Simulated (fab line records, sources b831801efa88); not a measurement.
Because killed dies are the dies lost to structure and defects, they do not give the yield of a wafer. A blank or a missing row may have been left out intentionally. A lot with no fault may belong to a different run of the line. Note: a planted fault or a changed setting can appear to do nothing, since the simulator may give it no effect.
A struck lot beside a sound one    flow sky130    17 out of 708 route steps
Sound: wafers L334.3, L334.4, L334.6. Struck: wafer L335.4 (L335.3, L335.5, from the same lot, were not struck and are left out); the cause is given at the end.
Order at every step that has rows: each side's tool, ch and its chambers, its first start. Under that, the readings that differ: sound wafers    struck wafers    difference of the means    sigmas: that difference in standard deviations of wafers without a fault.
alike: words and numbers the same on both sides, and readings whose means are apart by under 2 such deviations; not compared: readings that were withheld, readings missing a value for some wafer, numbers with overlapping values and no deviation given by the record, and bounds like >300 which may hide the same value.
A row with sigmas, a row that says differs or no value, or rows on one side alone: a step with any of these is where the two part. Numbers that don't overlap but have no deviation are shown without sigmas and don't part them. A reading missing from all wafers of one side parts the sides only when that side holds two or more wafers.

first, 3 steps without rows for these wafers: SKY_LI_CONTACT_EXPOSE_09 (exposes mask LICM1, target cd 170 nm); SKY_LI_CONTACT_PEB_10; SKY_LI_CONTACT_DEVELOP_11 (develop time 60 s).
SKY_LI_CONTACT_CD_MEAS_12: the cd target is 170 nm.
  sound on cd sem-01 at day 30 09:22; struck on cd sem-02 at day 31 13:29
  alike: cd nm
SKY_LI_CONTACT_OVL_MEAS_13:
  sound on overlay-02 at day 30 09:28; struck on overlay-01 at day 31 13:35
  alike: LI_CONTACT_OVL
then, 1 step without rows for these wafers: SKY_LI_CONTACT_ETCH_14 (etches BARC in N2/H2, stops on SiO2, time 45.9 s, target depth 60 nm).
SKY_LI_CONTACT_ETCH_15: etches PSG in C4F8/O2/Ar, stops on Si, target depth 600 nm.
  sound on rie diel-04 ch 0,1, day 30 09:32; struck on rie diel-04 ch 3, day 31 13:39
  alike: oes product au
SKY_LI_CONTACT_STRIP_16: strips in O2/N2.
  sound on plasma asher-01 ch 0,1, day 30 09:39; struck on plasma asher-01 ch 1, day 31 13:46
  alike: drypump motor current A, oes product au, strip time to endpoint s
  not compared: rf hours counter h
then, 2 steps without rows for these wafers: SKY_LI_CONTACT_CLEAN_17 (cleans in NMP, time 600 s); SKY_LI_CONTACT_PRE_CLEAN_18 (time 5.6 s).
SKY_LI_CONTACT_SPUTTER_19: material Ti, target thk 20 nm, time 108.6 s.
  sound on pvd sputter-02 at day 30 09:55; struck on pvd sputter-04 at day 31 14:02
  alike: throttle valve pct
SKY_LI_CONTACT_SPUTTER_20: material TiN, target thk 20 nm, time 80 s.
  sound on pvd sputter-02 at day 30 09:59; struck on pvd sputter-04 at day 31 14:07
  alike: throttle valve pct
SKY_LI_CONTACT_CVD_21: deposits W, target thk 400 nm, time 120.56 s.
  sound on cvd w-01 ch 0,1, day 30 10:05; struck on cvd w-01 ch 0, day 31 14:13
  alike: heater power w
SKY_LI_CONTACT_RS_MEAS_22: measurement is done with a four-point probe.
  sound on film metro-04 at day 30 10:13; struck on film metro-03 at day 31 14:21
reading                   sound              struck  difference  sigmas
LI_CONTACT_W_RS (ohm/sq)  0.287 0.284 0.287  0.345   +0.059      +18
SKY_LI_CONTACT_THK_MEAS_23: measures by xrf.
  sound on film metro-04 at day 30 10:19; struck on film metro-03 at day 31 14:27
reading                sound        struck  difference  sigmas
LI_CONTACT_W_THK (nm)  415 416 416  355     -61         -6
SKY_LI_CONTACT_CMP_24: polishes, stops on PSG, t overpolish 20 s, target thk 0 nm.
  sound on cmp-02 ch 1,3, day 30 10:21; struck on cmp-01 ch 2, day 31 14:29
  alike: motor current A, overpolish run s, slurry flow ml min, time to endpoint s
SKY_PAD_OPEN_PROBE_99:
  the record has rows for the sound wafers here (prober-01, day 46 20:02) and none for the struck ones

== WHERE THEY PART ==
First at SKY_LI_CONTACT_RS_MEAS_22; last, within this record, at SKY_PAD_OPEN_PROBE_99.

WHY: whatever the simulator had introduced
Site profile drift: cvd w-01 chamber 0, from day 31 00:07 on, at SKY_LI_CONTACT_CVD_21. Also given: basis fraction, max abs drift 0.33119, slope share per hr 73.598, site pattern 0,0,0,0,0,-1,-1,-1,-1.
